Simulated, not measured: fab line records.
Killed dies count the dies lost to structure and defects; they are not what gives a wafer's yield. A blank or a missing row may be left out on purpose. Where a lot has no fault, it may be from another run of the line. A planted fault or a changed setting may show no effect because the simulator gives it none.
fab line records ; flow sky130
record: lots: 14; wafers: 42; lastDay: 50
route steps=708 shown VIA4@639
lots with no fault: from the same line, run without faults
startH: the number of hours between the record's first day and the start of the first shown wafer of the lot ; waitH: how many hours have passed since the lot's step before this one ; " the same as in the row above ; L1.1+2: several wafers, shown together as one row ; - no value, or no start given ; * or withheld: withheld ; < > ~ a bound
route shown NAME@n: names a module that has steps shown in the file, with the first one's number in the route ; usual: mean/standard deviation of fault-free wafers ; same: alike in all rows ; chamber/n: place in a boat ; sites: each site's reading ; _std_site: standard deviation of those values ; _edge_site: the outer-site mean with the inner-site mean subtracted ; radiusMm: for every site, how far away it sits from the centre of the wafer ; mask NAME#n: copy n ; behind: the last tool/chamber to shape the wafer ; hold: why the lot went on hold/how many hours it stayed there/how the hold came to an end ; device: transistor that didn't switch, given as n, p or np ; end of line: at the end of the route, the tests of the same wafers ; for a step that has no rows: nothing shown but its recipe ; killed: dies that structure and defects cost at the first sort, which is not the same as the wafer's yield ; map: the dies of a wafer, with x for killed, . for not killed, _ for no die there
set.NAME: the setting that was run; set.NAME@STEP: the one run at that earlier step ; model.NAME: the simulator's own value behind a step, which no gauge read
route steps across a sampled set of lots; one table per step, one row per wafer
services: from which hour (startH, from the record's first day; less than 0 if before it) a tool's chamber was out of use, for how many hours, and why
== steps ==
step: SKY_VIA4_HDPCVD_00
recipe: material: SiO2; targetThkNm: 1750; sigmaOpenFrac: 0.3; timeS: 291.7; tempC: 400; sih4FlowSccm: 60; pressureMtorr: 6
usual: sih4FlowSccm: 60.00/0.17
lot.wafer;tool;chamber;startH;waitH;sih4FlowSccm
L291.2;hdpcvd-01;0;972.82;0.0;59.99
L291.4;hdpcvd-01;1;972.82;0.0;60.10
L291.5;hdpcvd-01;0;972.82;0.0;60.12
L292.1;hdpcvd-01;0;984.01;0.0;59.66
L292.3;hdpcvd-01;1;984.01;0.0;60.03
L292.6;hdpcvd-01;2;984.01;0.0;60.34
L293.1;hdpcvd-01;2;988.67;0.0;60.06
L293.3;hdpcvd-01;2;988.67;0.0;59.83
L293.6;hdpcvd-01;2;988.67;0.0;59.94
L294.1;hdpcvd-02;1;989.32;0.0;60.14
L294.5;hdpcvd-02;0;989.32;0.0;60.11
L294.6;hdpcvd-02;1;989.32;0.0;60.13
L295.4;hdpcvd-01;2;1003.95;0.1;60.33
L295.5;hdpcvd-01;1;1003.95;0.1;59.94
L295.6;hdpcvd-01;0;1003.95;0.1;60.04
L297.1;hdpcvd-02;0;1027.70;0.0;59.83
L297.4;hdpcvd-02;0;1027.70;0.0;59.84
L297.5;hdpcvd-02;1;1027.70;0.0;59.99
L298.1;hdpcvd-02;2;1032.37;0.0;59.87
L298.2;hdpcvd-02;0;1032.37;0.0;59.76
L298.3;hdpcvd-02;1;1032.37;0.0;60.06
L299.2;hdpcvd-01;0;1034.13;0.0;59.90
L299.5;hdpcvd-01;0;1034.13;0.0;59.80
L299.6;hdpcvd-01;2;1034.13;0.0;60.04
L301.1;hdpcvd-01;0;1047.14;0.0;60.08
L301.2;hdpcvd-01;1;1047.14;0.0;59.89
L301.5;hdpcvd-01;1;1047.14;0.0;60.00
L302.1;hdpcvd-02;1;1049.22;0.0;60.05
L302.2;hdpcvd-02;2;1049.22;0.0;59.97
L302.3;hdpcvd-02;0;1049.22;0.0;60.22
L307.2;hdpcvd-01;0;1086.07;0.0;59.87
L307.4;hdpcvd-01;1;1086.07;0.0;59.93
L307.6;hdpcvd-01;0;1086.07;0.0;60.20
L311.1;hdpcvd-01;2;1103.89;0.0;60.09
L311.2;hdpcvd-01;1;1103.89;0.0;90.12
L311.6;hdpcvd-01;2;1103.89;0.0;60.24
L312.1;hdpcvd-01;2;1105.44;0.0;60.14
L312.2;hdpcvd-01;1;1105.44;0.0;89.75
L312.3;hdpcvd-01;0;1105.44;0.0;59.92
L314.2;hdpcvd-02;2;1123.66;0.0;60.16
L314.3;hdpcvd-02;0;1123.66;0.0;60.03
L314.5;hdpcvd-02;0;1123.66;0.0;59.96
step: SKY_VIA4_THK_MEAS_01
recipe: reads: SiO2_of_VIA4_HDPCVD_00
usual: VIA4_HDPCVD_THK: 1744/16
lot.wafer;tool;chamber;startH;waitH;VIA4_HDPCVD_THK[nm]
L291.2;filmMetro-04;-;973.01;0.1;1742
L291.4;filmMetro-04;-;973.01;0.1;1791
L291.5;filmMetro-04;-;973.01;0.1;1755
L292.1;filmMetro-03;-;984.19;0.1;1765
L292.3;filmMetro-03;-;984.19;0.1;1761
L292.6;filmMetro-03;-;984.19;0.1;1752
L293.1;filmMetro-03;-;988.94;0.2;1744
L293.3;filmMetro-03;-;988.94;0.2;1756
L293.6;filmMetro-03;-;988.94;0.2;1768
L294.1;filmMetro-02;-;989.59;0.2;1749
L294.5;filmMetro-02;-;989.59;0.2;1737
L294.6;filmMetro-02;-;989.59;0.2;1743
L295.4;filmMetro-04;-;1004.06;0.0;1752
L295.5;filmMetro-04;-;1004.06;0.0;1773
L295.6;filmMetro-04;-;1004.06;0.0;1725
L297.1;filmMetro-04;-;1027.88;0.1;1724
L297.4;filmMetro-04;-;1027.88;0.1;1728
L297.5;filmMetro-04;-;1027.88;0.1;1747
L298.1;filmMetro-02;-;1032.55;0.1;1752
L298.2;filmMetro-02;-;1032.55;0.1;1729
L298.3;filmMetro-02;-;1032.55;0.1;1739
L299.2;filmMetro-03;-;1034.31;0.1;1741
L299.5;filmMetro-03;-;1034.31;0.1;1751
L299.6;filmMetro-03;-;1034.31;0.1;1744
L301.1;filmMetro-02;-;1047.32;0.1;1749
L301.2;filmMetro-02;-;1047.32;0.1;1748
L301.5;filmMetro-02;-;1047.32;0.1;1746
L302.1;filmMetro-02;-;1049.40;0.1;1743
L302.2;filmMetro-02;-;1049.40;0.1;1726
L302.3;filmMetro-02;-;1049.40;0.1;1741
L307.2;filmMetro-03;-;1086.26;0.1;1754
L307.4;filmMetro-03;-;1086.26;0.1;1762
L307.6;filmMetro-03;-;1086.26;0.1;1757
L311.1;filmMetro-03;-;1104.07;0.1;1756
L311.2;filmMetro-03;-;1104.07;0.1;2615
L311.6;filmMetro-03;-;1104.07;0.1;1769
L312.1;filmMetro-02;-;1105.62;0.1;1740
L312.2;filmMetro-02;-;1105.62;0.1;2609
L312.3;filmMetro-02;-;1105.62;0.1;1743
L314.2;filmMetro-04;-;1123.85;0.1;1772
L314.3;filmMetro-04;-;1123.85;0.1;1744
L314.5;filmMetro-04;-;1123.85;0.1;1766
== services ==
tool;chamber;startH;hours;kind
hdpcvd-02;-;950.25;15.0;pm
hdpcvd-02;0;950.25;15.0;ventCycle
hdpcvd-02;1;950.25;15.0;ventCycle
hdpcvd-02;2;950.25;15.0;ventCycle
hdpcvd-02;0;965.25;-;clean
hdpcvd-02;1;965.25;-;clean
hdpcvd-02;2;965.25;-;clean
hdpcvd-02;2;971.21;23.7;repair
hdpcvd-01;1;986.50;9.4;repair
hdpcvd-02;1;1016.32;6.1;repair
hdpcvd-02;1;1064.39;19.9;repair
== key ==
firstSign: step: SKY_VIA4_HDPCVD_00; reading: sih4FlowSccm; direction: up; sigmas: 99+; usual: 60.00; struck: 89.93
effect: step: SKY_VIA4_THK_MEAS_01; reading: VIA4_HDPCVD_THK; direction: up; sigmas: 54; usual: 1744; struck: 2612
metAt SKY_VIA4_HDPCVD_00
struckLots L311,L312
struckWafers L311.2,L312.2
onsetBetween 1086.07 1103.89
fault: kind: processParameterDrift; tool: hdpcvd-01; chamber: 1; onsetH: 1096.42; steps: SKY_VIA4_HDPCVD_00; channel: sih4FlowSccm; offset: 30; shape: step; endH: 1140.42; actsIn: theseRecipesOnly; stated: 60
